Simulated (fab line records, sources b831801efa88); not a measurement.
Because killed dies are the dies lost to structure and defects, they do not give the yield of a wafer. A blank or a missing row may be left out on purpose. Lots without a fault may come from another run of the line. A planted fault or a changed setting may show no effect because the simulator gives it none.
fab line records	flow sky130
[record] lots = 10	wafers = 30	last-day = 49
route steps=708 shown CAP2M@616 METAL4@634 METAL5@665 PAD_OPEN@708
lots that met no fault: taken from a fault-free run of the same line
start-h: the number of hours between the record's first day and the start of the first shown wafer of the lot	wait-h: hours elapsed since this lot's preceding step	" unchanged from the row above	L1.1+2: a single row standing in for several wafers	- no value, or no start was given	* or withheld: withheld	< > ~ a bound
route shown NAME@n: names a module that has steps shown in the file, with the first one's number in the route	usual: mean/standard deviation of fault-free wafers	same: alike in all rows	chamber/n: place in a boat	sites: the reading at each site	_std_site: the values' standard deviation	_edge_site: the outer-site mean with the inner-site mean subtracted	radius-mm: for every site, how far away it sits from the centre of the wafer	mask NAME#n: copy n	behind: the tool/chamber that last shaped the wafer	hold: reason for holding the lot/hours on hold/outcome of the hold	device: names the non-switching transistor (n, p or np)	end of line: the route-end tests of the same wafers	for a step that has no rows: nothing shown but its recipe	killed: at the first sort, the dies lost to defects and structure; wafer yield is something else	map: dies across one wafer; x = killed, . = not, _ = none there
set.NAME: the run value of the setting; set.NAME@STEP: its run value at that earlier step	model.NAME: the simulator's own value behind a step, which no gauge read
a sample of lots followed through the steps of the route, with each step as a table and each wafer as a row
services: the hour from which a tool's chamber was out of use, counted from the record's first day as start-h (under 0 if before that day), plus the number of hours and why
[[steps]]
[step SKY_CAP2M_METAL_ETCH_13]
[recipe] target-depth-nm = 220	stop-on = SiO2	chemistry = Cl2/BCl3	target = TiN	pressure-mtorr = 10	icp-w = 900	bias-w = 48.5	Cl2_flow_sccm = 60	bcl3-flow-sccm = 30	time-s = 62.9
[usual] bcl3-flow-sccm = 30.00/0.085	bias-w = 48.48/0.15	drypump-motor-current-A = 5.9/0.42	oes-product-au = 0.942/0.0076	throttle-valve-pct = 21.900/0.011
lot.wafer	tool	chamber	start-h	wait-h	bcl3-flow-sccm	bias-w	drypump-motor-current-A	oes-product-au	rf-hours-counter-h	throttle-valve-pct
L982.3	rie-metal-01	0	952.86	0.0	29.96	48.55	5.4	0.939	-	21.901
L982.5	"	1	"	"	30.13	48.40	5.6	0.936	-	21.915
L982.6	"	0	"	"	30.03	48.69	5.4	0.940	-	21.905
L983.2	rie-metal-04	0	957.88	0.0	29.97	48.35	6.1	0.953	1	21.888
L983.3	"	0	"	"	29.93	48.42	6.1	0.944	-	21.895
L983.6	"	0	"	"	29.88	48.52	6.1	0.950	-	21.886
L986.3	rie-metal-02	1	994.96	0.0	29.91	48.50	5.4	0.945	-	21.883
L986.5	"	0	"	"	29.95	48.23	6.2	0.936	-	21.887
L986.6	"	1	"	"	30.06	48.37	5.4	0.938	-	21.876
L989.1	rie-metal-04	0	1007.73	0.0	29.91	48.44	6.1	0.944	3	21.905
L989.4	"	0	"	"	29.95	48.63	6.1	0.939	-	21.907
L989.6	"	0	"	"	29.87	48.30	6.1	0.950	-	21.905
L992.2	rie-metal-02	0	1036.66	0.0	30.14	48.34	6.3	0.937	-	21.903
L992.3	"	0	"	"	30.07	48.40	6.3	0.933	-	21.916
L992.6	"	0	"	"	29.92	48.49	6.3	0.947	-	21.899
L997.2	rie-metal-02	0	1058.28	0.0	29.99	48.52	6.2	0.941	20	21.897
L997.3	"	1	"	"	30.05	48.79	5.4	0.918	-	21.899
L997.5	"	1	"	"	30.08	48.53	5.5	0.931	-	21.897
L998.1	rie-metal-01	1	1063.88	0.0	30.09	48.37	5.6	0.949	1	21.901
L998.2	"	0	"	"	30.00	48.62	5.5	0.949	9	21.876
L998.4	"	0	"	"	29.93	48.52	5.5	0.938	-	21.903
L999.1	rie-metal-01	1	1070.13	0.0	30.11	48.52	5.6	0.948	1	21.909
L999.2	"	0	"	"	30.05	48.33	5.4	0.941	10	21.912
L999.4	"	0	"	"	29.97	48.30	5.4	0.946	-	21.896
L100.1	rie-metal-01	1	1072.63	0.0	29.99	48.56	5.6	0.954	2	21.893
L100.2	"	0	"	"	29.85	48.40	5.5	0.944	10	21.896
L100.6	"	0	"	"	29.92	48.53	5.5	0.936	-	21.899
L101.3	rie-metal-01	0	1077.66	0.0	30.01	48.47	5.4	0.932	-	21.903
L101.4	"	1	"	"	29.99	48.64	5.6	0.941	-	21.906
L101.5	"	1	"	"	29.87	48.64	5.6	0.937	-	21.897
[step SKY_METAL4_METAL_ETCH_18]
[recipe] target-depth-a = 8450	stop-on = SiO2	over-etch-frac = 0.3	time-s = 183.1	chemistry = Cl2/BCl3	resist-sidewall-deg = 88	pressure-mtorr = 10	icp-w = 900	bias-w = 48.5	Cl2_flow_sccm = 60	bcl3-flow-sccm = 30
[usual] bcl3-flow-sccm = 30.00/0.089	bias-w = 48.47/0.14	drypump-motor-current-A = 6.17/0.24	oes-product-au = 0.865/0.0066	throttle-valve-pct = 22.265/0.0092
lot.wafer	tool	chamber	start-h	wait-h	bcl3-flow-sccm	bias-w	drypump-motor-current-A	oes-product-au	rf-hours-counter-h	throttle-valve-pct
L982.3	rie-metal-03	0	978.21	0.1	30.14	48.66	6.09	0.867	-	22.263
L982.5	"	1	"	"	30.07	48.42	6.19	0.857	-	22.254
L982.6	"	0	"	"	29.98	48.42	6.10	0.855	-	22.265
L983.2	rie-metal-04	0	981.95	0.0	29.94	48.56	6.11	0.875	1	22.262
L983.3	"	0	"	"	30.11	48.47	6.11	0.867	-	22.269
L983.6	"	0	"	"	29.96	48.39	6.07	0.863	-	22.270
L986.3	rie-metal-03	1	1019.16	0.1	30.18	48.33	6.20	0.869	-	22.255
L986.5	"	0	"	"	30.01	48.47	6.09	0.877	-	22.254
L986.6	"	1	"	"	30.06	48.55	6.19	0.864	-	22.264
L989.1	rie-metal-03	0	1032.35	0.0	30.07	48.38	6.11	0.867	10	22.280
L989.4	"	1	"	"	30.10	48.57	6.19	0.846	-	22.262
L989.6	"	0	"	"	29.96	48.53	6.11	0.877	-	22.266
L992.2	rie-metal-04	0	1059.07	0.0	29.95	48.45	6.21	0.866	6	22.277
L992.3	"	0	"	"	29.91	48.42	6.24	0.861	-	22.270
L992.6	"	1	"	"	30.04	48.32	6.50	0.871	-	22.267
L997.2	rie-metal-04	0	1079.97	0.0	29.98	48.49	6.12	0.861	8	22.287
L997.3	"	0	"	"	29.92	48.46	6.15	0.862	-	22.256
L997.5	"	1	"	"	30.06	48.39	6.48	0.861	-	22.260
L998.1	rie-metal-03	1	1086.15	0.0	29.97	48.47	6.17	0.871	25	22.294
L998.2	"	0	"	"	29.99	48.58	6.11	0.866	14	22.259
L998.4	"	1	"	"	29.93	48.46	6.17	0.867	-	22.256
L999.1	rie-metal-02	0	1091.72	0.0	29.99	48.43	6.25	0.871	23	22.271
L999.2	"	1	"	"	29.94	48.61	5.45	0.877	21	22.280
L999.4	"	1	"	"	30.05	48.43	5.42	0.878	-	22.254
L100.1	rie-metal-04	1	1094.50	0.0	29.91	48.48	6.51	0.869	22	22.249
L100.2	"	0	"	"	30.16	48.61	6.11	0.865	9	22.252
L100.6	"	0	"	"	29.99	48.25	6.15	0.863	-	22.269
L101.3	rie-metal-02	0	1099.33	0.1	29.94	48.40	6.24	0.872	-	22.249
L101.4	"	1	"	"	29.97	48.58	5.46	0.874	-	22.257
L101.5	"	0	"	"	29.92	48.31	6.24	0.874	-	22.270
[step SKY_METAL5_SPUTTER_04]
[recipe] material = TiN	target-thk-nm = 70	power-w = 6500	time-s = 58.3	chamber-pressure-pa = 0.4
[usual] throttle-valve-pct = 30.5/0.97
lot.wafer	tool	chamber	start-h	wait-h	throttle-valve-pct
L982.3	pvd-sputter-01	-	1004.27	0.0	31.0
L982.5	"	-	"	"	30.4
L982.6	"	-	"	"	30.0
L983.2	pvd-sputter-01	-	1008.42	0.0	29.2
L983.3	"	-	"	"	30.1
L983.6	"	-	"	"	30.7
L986.3	pvd-sputter-03	-	1044.19	0.0	30.2
L986.5	"	-	"	"	29.3
L986.6	"	-	"	"	29.9
L989.1	pvd-sputter-03	-	1057.28	0.0	29.6
L989.4	"	-	"	"	29.3
L989.6	"	-	"	"	29.6
L992.2	pvd-sputter-04	-	1082.68	0.0	32.2
L992.3	"	-	"	"	31.6
L992.6	"	-	"	"	31.6
L997.2	pvd-sputter-04	-	1103.20	0.0	32.3
L997.3	"	-	"	"	31.8
L997.5	"	-	"	"	31.7
L998.1	pvd-sputter-04	-	1110.15	0.0	32.0
L998.2	"	-	"	"	30.2
L998.4	"	-	"	"	31.4
L999.1	pvd-sputter-01	-	1114.75	0.0	31.0
L999.2	"	-	"	"	30.2
L999.4	"	-	"	"	29.1
L100.1	pvd-sputter-04	-	1117.07	0.0	31.6
L100.2	"	-	"	"	29.8
L100.6	"	-	"	"	31.5
L101.3	pvd-sputter-04	-	1122.52	0.0	31.6
L101.4	"	-	"	"	29.7
L101.5	"	-	"	"	31.5
[step SKY_METAL5_METAL_ETCH_15]
[recipe] target-depth-a = 12600	stop-on = SiO2	over-etch-frac = 0.2	time-s = 252	chemistry = Cl2/BCl3	resist-sidewall-deg = 86	pressure-mtorr = 10	icp-w = 900	bias-w = 48.5	Cl2_flow_sccm = 60	bcl3-flow-sccm = 30
[usual] bcl3-flow-sccm = 30.00/0.096	bias-w = 48.48/0.13	drypump-motor-current-A = 5.8/0.38	oes-product-au = 0.893/0.005	throttle-valve-pct = 22.266/0.0094
lot.wafer	tool	chamber	start-h	wait-h	bcl3-flow-sccm	bias-w	drypump-motor-current-A	oes-product-au	rf-hours-counter-h	throttle-valve-pct
L982.3	rie-metal-02	1	1027.58	0.1	30.09	48.63	5.4	0.894	-	22.261
L982.5	"	1	"	"	30.16	48.56	5.4	0.899	-	22.264
L982.6	"	0	"	"	29.93	48.48	6.2	0.898	-	22.247
L983.2	rie-metal-01	0	1032.06	0.1	29.98	48.61	5.4	0.897	-	22.257
L983.3	"	0	"	"	30.00	48.46	5.5	0.890	-	22.265
L983.6	"	0	"	"	29.96	48.56	5.4	0.889	-	22.252
L986.3	rie-metal-02	0	1065.63	0.1	29.99	48.57	6.3	0.898	-	22.254
L986.5	"	0	"	"	29.94	48.26	6.3	0.896	-	22.252
L986.6	"	1	"	"	30.02	48.39	5.4	0.897	-	22.277
L989.1	rie-metal-02	1	1078.40	0.0	29.97	48.44	5.5	0.897	20	22.269
L989.4	"	0	"	"	30.10	48.71	6.3	0.891	-	22.253
L989.6	"	0	"	"	30.03	48.58	6.3	0.899	-	22.266
L992.2	rie-metal-02	1	1103.15	0.0	30.05	48.60	5.4	0.887	22	22.265
L992.3	"	0	"	"	30.05	48.64	6.2	0.898	-	22.265
L992.6	"	1	"	"	29.95	48.60	5.4	0.896	-	22.286
L997.2	rie-metal-02	1	1123.10	0.0	-	-	-	-	-	-
L997.3	"	1	"	"	-	-	-	-	-	-
L997.5	"	0	"	"	-	-	-	-	-	-
L998.1	rie-metal-02	1	1130.08	0.0	-	-	-	-	-	-
L998.2	"	0	"	"	-	-	-	-	-	-
L998.4	"	1	"	"	-	-	-	-	-	-
L999.1	rie-metal-02	1	1134.55	0.0	-	-	-	-	-	-
L999.2	"	0	"	"	-	-	-	-	-	-
L999.4	"	1	"	"	-	-	-	-	-	-
L100.1	rie-metal-01	1	1135.94	0.0	29.98	48.41	5.6	0.897	6	22.263
L100.2	"	0	"	"	29.91	48.47	5.4	0.901	14	22.271
L100.6	"	1	"	"	29.94	48.50	5.6	0.888	-	22.266
L101.3	rie-metal-02	0	1141.23	0.1	30.06	48.35	6.3	0.888	-	22.270
L101.4	"	1	"	"	30.10	48.44	5.4	0.895	-	22.247
L101.5	"	0	"	"	30.05	48.32	6.3	0.899	-	22.262
[step SKY_METAL5_STRIP_16]
[recipe] chemistry = O2/N2	power-w = 1400	pressure-mtorr = 1500	platen-temp-c = withheld	o2-flow-sccm = 3000	n2-flow-sccm = 300	overash-fraction = 0.5
[usual] drypump-motor-current-A = 5.6/0.31	oes-product-au = 0.710/0.005	strip-time-to-endpoint-s = 13.14/0.15
lot.wafer	tool	chamber	start-h	wait-h	drypump-motor-current-A	oes-product-au	rf-hours-counter-h	strip-time-to-endpoint-s
L982.3	plasma-asher-04	1	1027.77	0.1	5.9	0.708	-	13.12
L982.5	"	0	"	"	5.2	0.715	-	13.13
L982.6	"	1	"	"	5.9	0.712	-	13.22
L983.2	plasma-asher-02	0	1032.45	0.3	6.0	0.703	97	12.87
L983.3	"	1	"	"	5.7	0.709	-	12.84
L983.6	"	1	"	"	5.7	0.706	-	12.92
L986.3	plasma-asher-04	1	1065.82	0.1	5.9	0.694	-	13.23
L986.5	"	1	"	"	5.9	0.710	-	13.25
L986.6	"	0	"	"	5.2	0.710	-	13.12
L989.1	plasma-asher-04	0	1078.64	0.2	5.2	0.709	67	13.06
L989.4	"	1	"	"	5.9	0.716	-	13.23
L989.6	"	0	"	"	5.2	0.713	-	13.17
L992.2	plasma-asher-02	0	1103.38	0.2	5.9	0.714	106	13.17
L992.3	"	1	"	"	5.7	0.715	-	13.17
L992.6	"	0	"	"	6.0	0.706	-	13.10
L997.2	plasma-asher-03	1	1123.33	0.2	5.3	0.710	36	21.43
L997.3	"	1	"	"	5.3	0.710	-	21.48
L997.5	"	0	"	"	5.3	0.706	-	21.51
L998.1	plasma-asher-02	1	1130.32	0.2	5.7	0.707	109	21.38
L998.2	"	0	"	"	6.0	0.716	109	21.47
L998.4	"	0	"	"	6.0	0.719	-	21.47
L999.1	plasma-asher-02	1	1134.78	0.2	5.7	0.711	109	21.42
L999.2	"	0	"	"	6.0	0.710	109	21.43
L999.4	"	0	"	"	5.9	0.707	-	21.38
L100.1	plasma-asher-04	0	1136.18	0.2	5.2	0.708	72	13.04
L100.2	"	1	"	"	5.9	0.716	72	12.84
L100.6	"	0	"	"	5.2	0.719	-	13.15
L101.3	plasma-asher-04	1	1141.42	0.1	5.9	0.705	-	13.28
L101.4	"	0	"	"	5.2	0.699	-	13.26
L101.5	"	0	"	"	5.2	0.715	-	13.23
[step SKY_PAD_OPEN_PROBE_99]
[usual] defect-limited-yield = 82.4/1.9	killed_at_M0_to_M3 = 44/7.1	killed_at_M4_up = 3.5/2	killed-at-contacts = 24/5.3	killed-at-front-end = 15/4.8	killed-at-other = 0.1/0.35	killed-dies = 86/9.3	killed-on-rim = 17/4	killed-open = 47/7.8	killed-short = 39/5.9	sort_bin_3_pad_short = 0.8/0.42	sort_bin_5_function = 10.3/1.4	sort_bin_6_memory = 6.4/1.1	sort-n-pass = 406/9.3	sort-yield-pct = 82.4/1.9
[same] gross-dies = 492	killed-at-back-side = 0	sort_bin_4_leakage[%] = 0	sort_bin_8_speed[%] = 0
lot.wafer	tool	chamber	start-h	wait-h	defect-limited-yield[%]	killed_at_M0_to_M3	killed_at_M4_up	killed-at-contacts	killed-at-front-end	killed-at-other	killed-dies	killed-on-rim	killed-open	killed-short	sort_bin_3_pad_short[%]	sort_bin_5_function[%]	sort_bin_6_memory[%]	sort-n-pass	sort-yield-pct[%]
L982.3	prober-01	-	1073.73	0.2	83.3	36	3	23	20	0	82	12	48	34	0.8	11.2	4.7	410	83.3
L982.5	prober-01	-	1073.83	0.2	82.1	35	4	21	27	1	88	14	51	37	0.8	10.6	6.5	404	82.1
L982.6	prober-01	-	1073.88	0.2	79.1	44	6	36	17	0	103	22	63	40	1.6	11.6	7.7	389	79.1
L983.2	prober-02	-	1079.03	0.1	85.4	45	5	11	11	0	72	14	35	37	1.6	8.9	4.1	420	85.4
L983.3	prober-02	-	1079.08	0.2	82.3	47	3	24	13	0	87	15	44	43	0.8	11.8	5.1	405	82.3
L983.6	prober-02	-	1079.23	0.2	82.3	50	3	25	9	0	87	23	53	34	1.2	10.4	6.1	405	82.3
L986.3	prober-02	-	1110.85	0.2	83.1	44	2	24	13	0	83	16	54	29	0.8	10.4	5.7	409	83.1
L986.5	prober-02	-	1110.95	0.2	81.1	49	2	21	21	0	93	19	45	48	1.0	12.0	5.9	399	81.1
L986.6	prober-02	-	1111.00	0.2	84.1	45	2	20	11	0	78	14	38	40	1.0	10.4	4.5	414	84.1
L989.1	prober-01	-	1122.83	0.1	85.8	30	0	25	14	1	70	15	43	27	0.4	8.3	5.5	422	85.8
L989.4	prober-01	-	1122.98	0.2	85.2	38	2	19	14	0	73	18	42	31	0.6	8.9	5.3	419	85.2
L989.6	prober-01	-	1123.08	0.2	82.7	37	2	32	13	1	85	22	50	35	0.6	9.3	7.3	407	82.7
L992.2	prober-01	-	1144.99	0.1	80.3	58	4	21	13	1	97	20	55	42	0.6	11.0	8.1	395	80.3
L992.3	prober-01	-	1145.04	0.2	81.3	51	3	21	17	0	92	27	54	38	1.0	11.2	6.5	400	81.3
L992.6	prober-01	-	1145.19	0.2	81.3	41	5	22	24	0	92	15	43	49	1.0	11.6	6.1	400	81.3
L997.2	prober-01	-	1162.59	0.1	0	49	397	17	29	0	492	96	47	50	0.8	90.7	8.5	0	0
L997.3	prober-01	-	1162.64	0.2	0	54	390	25	23	0	492	96	58	45	0.6	92.7	6.7	0	0
L997.5	prober-01	-	1162.74	0.2	0	39	408	22	23	0	492	96	53	38	1.6	92.3	6.1	0	0
L998.1	prober-02	-	1169.71	0.1	0	39	413	29	11	0	492	96	49	33	1.2	93.7	5.1	0	0
L998.2	prober-02	-	1169.76	0.1	0	42	414	23	13	0	492	96	42	40	0.8	93.5	5.7	0	0
L998.4	prober-02	-	1169.86	0.2	0	41	413	22	15	1	492	96	42	42	0.8	91.7	7.5	0	0
L999.1	prober-01	-	1174.43	0.1	0	39	415	25	13	0	492	96	43	36	0.8	93.3	5.9	0	0
L999.2	prober-01	-	1174.48	0.1	0	33	414	29	16	0	492	96	42	38	0.4	95.1	4.5	0	0
L999.4	prober-01	-	1174.58	0.2	0	39	404	33	16	0	492	96	52	41	0.4	92.5	7.1	0	0
L100.1	prober-02	-	1175.26	0.1	83.5	45	4	22	10	0	81	19	39	42	1.2	10.2	5.1	411	83.5
L100.2	prober-02	-	1175.31	0.1	81.7	57	1	19	13	0	90	20	51	39	0.4	9.6	8.3	402	81.7
L100.6	prober-02	-	1175.51	0.2	83.7	40	4	22	14	0	80	14	30	50	0.8	9.3	6.1	412	83.7
L101.3	prober-01	-	1179.86	0.2	80.3	47	5	27	17	1	97	19	56	41	0.2	11.8	7.7	395	80.3
L101.4	prober-01	-	1179.91	0.2	83.7	41	7	24	8	0	80	19	32	48	1.8	10.2	4.3	412	83.7
L101.5	prober-01	-	1179.96	0.2	82.5	39	1	32	14	0	86	19	37	49	1.2	10.0	6.3	406	82.5
// killed by level:class
L982.3 CONTACT:geometric-particle:open=12 VIA2:geometric-particle:open=7 FIELD_ISO:geometric-particle:short=6 VIA3:geometric-particle:open=6 METAL1:geometric-particle:short=5 LI_CONTACT:geometric-particle:open=4 VIA1:geometric-particle:short=4 VIA1:geometric-particle:open=4
L982.5 CONTACT:geometric-particle:open=9 FIELD_ISO:geometric-particle:short=7 VIA3:geometric-particle:open=7 POLY_GATE:geometric-particle:open=5 VIA1:geometric-particle:open=5 FIELD_ISO:geometric-particle:open=4 LI_CONTACT:geometric-particle:open=4 VIA2:geometric-particle:open=4
L982.6 CONTACT:geometric-particle:open=16 VIA3:geometric-particle:open=10 LI_CONTACT:geometric-particle:open=9 VIA2:geometric-particle:open=8 VIA1:geometric-particle:open=8 FIELD_ISO:geometric-particle:short=7 CONTACT:geometric-particle:short=5 LOCAL_INTERCONNECT:geometric-particle:short=4
L983.2 VIA1:geometric-particle:open=12 METAL1:geometric-particle:short=7 FIELD_ISO:geometric-particle:short=6 VIA2:geometric-particle:open=6 METAL2:geometric-particle:short=5 VIA1:geometric-particle:short=4 METAL4:geometric-particle:short=4 CONTACT:geometric-particle:open=3
L983.3 VIA1:geometric-particle:open=15 VIA1:geometric-particle:short=11 LI_CONTACT:geometric-particle:open=9 FIELD_ISO:geometric-particle:short=5 LOCAL_INTERCONNECT:geometric-particle:short=5 CONTACT:geometric-particle:open=5 METAL2:geometric-particle:short=4 METAL2:geometric-particle:open=3
L983.6 VIA1:geometric-particle:open=14 CONTACT:geometric-particle:open=12 METAL2:geometric-particle:short=7 VIA2:geometric-particle:open=6 LI_CONTACT:geometric-particle:open=5 METAL1:geometric-particle:short=5 VIA1:geometric-particle:short=5 VIA3:geometric-particle:open=5
L986.3 VIA1:geometric-particle:open=15 CONTACT:geometric-particle:open=10 LI_CONTACT:geometric-particle:open=8 VIA2:geometric-particle:open=7 METAL2:geometric-particle:short=6 POLY_GATE:geometric-particle:open=5 METAL1:geometric-particle:short=5 VIA1:geometric-particle:short=4
L986.5 VIA1:geometric-particle:short=10 VIA1:geometric-particle:open=10 VIA3:geometric-particle:open=8 CONTACT:geometric-particle:open=6 LI_CONTACT:geometric-particle:open=6 FIELD_ISO:geometric-particle:open=5 POLY_GATE:geometric-particle:short=5 FIELD_ISO:geometric-particle:short=4
L986.6 METAL1:geometric-particle:short=10 CONTACT:geometric-particle:open=8 VIA2:geometric-particle:open=8 VIA1:geometric-particle:open=5 CONTACT:geometric-particle:short=4 LI_CONTACT:geometric-particle:open=4 VIA2:geometric-particle:short=4 METAL2:geometric-particle:short=4
L989.1 VIA3:geometric-particle:open=9 CONTACT:geometric-particle:open=8 LI_CONTACT:geometric-particle:open=7 FIELD_ISO:geometric-particle:open=6 CONTACT:geometric-particle:short=4 METAL1:geometric-particle:short=4 VIA1:geometric-particle:open=4 POLY_GATE:geometric-particle:short=3
L989.4 LI_CONTACT:geometric-particle:open=10 METAL1:geometric-particle:short=9 VIA2:geometric-particle:open=7 VIA3:geometric-particle:open=7 POLY_GATE:geometric-particle:short=5 CONTACT:geometric-particle:open=5 VIA1:geometric-particle:open=5 POLY_GATE:geometric-particle:open=4
L989.6 CONTACT:geometric-particle:open=12 LI_CONTACT:geometric-particle:open=10 VIA1:geometric-particle:open=9 VIA1:geometric-particle:short=6 METAL1:geometric-particle:short=5 LOCAL_INTERCONNECT:geometric-particle:short=4 METAL2:geometric-particle:short=4 METAL3:geometric-particle:short=4
L992.2 VIA1:geometric-particle:open=17 CONTACT:geometric-particle:open=10 METAL2:geometric-particle:short=10 VIA1:geometric-particle:short=9 VIA2:geometric-particle:open=6 FIELD_ISO:geometric-particle:open=5 LI_CONTACT:geometric-particle:open=5 METAL1:geometric-particle:short=4
L992.3 VIA1:geometric-particle:open=15 CONTACT:geometric-particle:open=8 VIA2:geometric-particle:short=7 VIA2:geometric-particle:open=6 POLY_GATE:geometric-particle:open=5 VIA1:geometric-particle:short=5 VIA3:geometric-particle:open=5 LI_CONTACT:geometric-particle:open=4
L992.6 CONTACT:geometric-particle:open=12 METAL2:geometric-particle:short=9 VIA1:geometric-particle:open=7 FIELD_ISO:geometric-particle:open=6 VIA2:geometric-particle:open=6 FIELD_ISO:geometric-particle:short=5 LOCAL_INTERCONNECT:geometric-particle:short=5 METAL1:geometric-particle:short=5
L997.2 METAL5:area-etch=395 VIA1:geometric-particle:open=9 POLY_GATE:geometric-particle:short=8 METAL1:geometric-particle:short=8 CONTACT:geometric-particle:open=6 FIELD_ISO:geometric-particle:short=5 FIELD_ISO:geometric-particle:open=5 LI_CONTACT:geometric-particle:open=5
L997.3 METAL5:area-etch=389 VIA1:geometric-particle:open=13 METAL2:geometric-particle:short=12 CONTACT:geometric-particle:open=11 LI_CONTACT:geometric-particle:open=7 POLY_GATE:geometric-particle:open=6 VIA3:geometric-particle:open=6 FIELD_ISO:geometric-particle:short=5
L997.5 METAL5:area-etch=401 VIA1:geometric-particle:open=14 LI_CONTACT:geometric-particle:open=8 VIA3:geometric-particle:open=7 FIELD_ISO:geometric-particle:short=6 POLY_GATE:geometric-particle:open=5 LOCAL_INTERCONNECT:geometric-particle:short=5 CONTACT:geometric-particle:open=5
L998.1 METAL5:area-etch=410 CONTACT:geometric-particle:open=11 VIA2:geometric-particle:open=10 LI_CONTACT:geometric-particle:open=9 METAL1:geometric-particle:short=6 VIA1:geometric-particle:open=5 FIELD_ISO:geometric-particle:open=4 CONTACT:geometric-particle:short=4
L998.2 METAL5:area-etch=410 METAL1:geometric-particle:short=11 CONTACT:geometric-particle:open=8 LI_CONTACT:geometric-particle:open=7 METAL2:geometric-particle:short=5 VIA2:geometric-particle:open=5 VIA3:geometric-particle:open=5 CONTACT:geometric-particle:short=4
L998.4 METAL5:area-etch=408 CONTACT:geometric-particle:open=11 VIA3:geometric-particle:open=9 METAL2:geometric-particle:short=7 VIA1:geometric-particle:open=6 VIA1:geometric-particle:short=5 LI_CONTACT:geometric-particle:open=4 LOCAL_INTERCONNECT:geometric-particle:short=4
L999.1 METAL5:area-etch=413 LI_CONTACT:geometric-particle:open=8 CONTACT:geometric-particle:open=8 VIA1:geometric-particle:short=8 VIA3:geometric-particle:open=7 VIA1:geometric-particle:open=6 VIA2:geometric-particle:open=6 FIELD_ISO:geometric-particle:short=4
L999.2 METAL5:area-etch=412 CONTACT:geometric-particle:open=11 LI_CONTACT:geometric-particle:open=8 VIA1:geometric-particle:open=8 METAL2:geometric-particle:short=8 VIA2:geometric-particle:open=7 FIELD_ISO:geometric-particle:short=5 POLY_GATE:geometric-particle:short=5
L999.4 METAL5:area-etch=399 CONTACT:geometric-particle:open=14 VIA3:geometric-particle:open=9 VIA1:geometric-particle:open=9 LI_CONTACT:geometric-particle:open=6 METAL1:geometric-particle:short=6 FIELD_ISO:geometric-particle:open=5 FIELD_ISO:geometric-particle:short=5
L100.1 METAL1:geometric-particle:short=10 VIA1:geometric-particle:open=8 LI_CONTACT:geometric-particle:open=7 VIA3:geometric-particle:open=6 VIA2:geometric-particle:open=5 LI_CONTACT:geometric-particle:short=4 CONTACT:geometric-particle:short=4 METAL2:geometric-particle:short=4
L100.2 VIA1:geometric-particle:open=11 CONTACT:geometric-particle:open=10 VIA3:geometric-particle:open=10 METAL2:geometric-particle:short=7 METAL1:geometric-particle:short=6 VIA2:geometric-particle:open=5 LI_CONTACT:geometric-particle:open=4 VIA2:geometric-particle:short=4
L100.6 CONTACT:geometric-particle:open=8 VIA1:geometric-particle:open=8 FIELD_ISO:geometric-particle:short=7 VIA1:geometric-particle:short=7 LI_CONTACT:geometric-particle:open=5 CONTACT:geometric-particle:short=5 METAL1:geometric-particle:short=5 VIA2:geometric-particle:short=5
L101.3 VIA1:geometric-particle:open=13 VIA2:geometric-particle:open=11 LI_CONTACT:geometric-particle:open=10 LOCAL_INTERCONNECT:geometric-particle:short=6 METAL2:geometric-particle:short=6 FIELD_ISO:geometric-particle:open=5 CONTACT:geometric-particle:open=5 CONTACT:geometric-particle:short=4
L101.4 LI_CONTACT:geometric-particle:open=7 VIA1:geometric-particle:short=7 VIA1:geometric-particle:open=7 VIA3:geometric-particle:open=6 METAL4:geometric-particle:short=6 CONTACT:geometric-particle:short=5 VIA3:geometric-particle:short=5 METAL1:geometric-particle:short=5
L101.5 LI_CONTACT:geometric-particle:open=10 METAL2:geometric-particle:short=10 CONTACT:geometric-particle:open=7 VIA1:geometric-particle:open=6 LOCAL_INTERCONNECT:geometric-particle:short=6 CONTACT:geometric-particle:short=6 METAL1:geometric-particle:short=6 FIELD_ISO:geometric-particle:short=4
[[services]]
tool	chamber	start-h	hours	kind
rie-metal-04	0	935.17	-	clean
plasma-asher-02	-	949.83	2.0	repair
rie-metal-01	-	961.59	0.3	repair
pvd-sputter-01	-	974.30	11.3	repair
rie-metal-04	-	981.06	0.5	repair
pvd-sputter-03	-	989.84	2.7	repair
rie-metal-04	0	1001.86	5.7	repair
rie-metal-01	1	1011.28	-	clean
rie-metal-01	1	1011.28	23.8	scheduled-down
rie-metal-01	1	1011.28	23.8	vent-cycle
plasma-asher-03	-	1015.18	28.1	pm
rie-metal-04	1	1017.43	2.9	repair
rie-metal-02	-	1030.54	4.2	repair
rie-metal-02	1	1034.24	5.7	repair
pvd-sputter-04	-	1037.28	1.0	repair
plasma-asher-03	-	1043.28	2.8	pm
rie-metal-02	-	1065.79	1.4	pm
pvd-sputter-01	-	1069.32	1.1	repair
rie-metal-03	-	1084.02	1.5	repair
rie-metal-03	1	1099.45	3.2	repair
plasma-asher-04	-	1126.64	1.6	repair
rie-metal-03	1	1126.81	5.6	repair
rie-metal-03	0	1133.13	4.1	repair
pvd-sputter-03	-	1139.63	0.7	repair
[[key]]
[first-sign] step = SKY_METAL5_METAL_ETCH_15	reading = tool-record	direction = missing
[effect] step = SKY_METAL5_STRIP_16	reading = strip-time-to-endpoint-s	direction = up	sigmas = 56	usual = *	struck = *
[effect] step = SKY_PAD_OPEN_PROBE_99	reading = killed_at_M4_up	direction = up	sigmas = 99+	usual = 3.5	struck = 407.6
[more-kills-born-at] SKY_METAL5_METAL_ETCH_15@rie-metal-02 = 3637
met-at SKY_METAL5_METAL_ETCH_15
struck-lots L997,L998,L999
later-rows-left-out L997.2,L997.3,L997.5,L998.1,L998.2,L998.4,L999.1,L999.2,L999.4
not-acting-at SKY_CAP2M_METAL_ETCH_13,SKY_METAL4_METAL_ETCH_18,SKY_METAL5_SPUTTER_04
onset-between 1103.15 1123.10
[fault] kind = skipped-step-whole	tool = rie-metal-02	chamber = -	onset-h = 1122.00	steps = SKY_METAL5_METAL_ETCH_15	scope = struck-lots-only
// later-rows-left-out: the simulator's readings of these wafers behind a module that went badly wrong aren't trusted and aren't shown, but for the sort
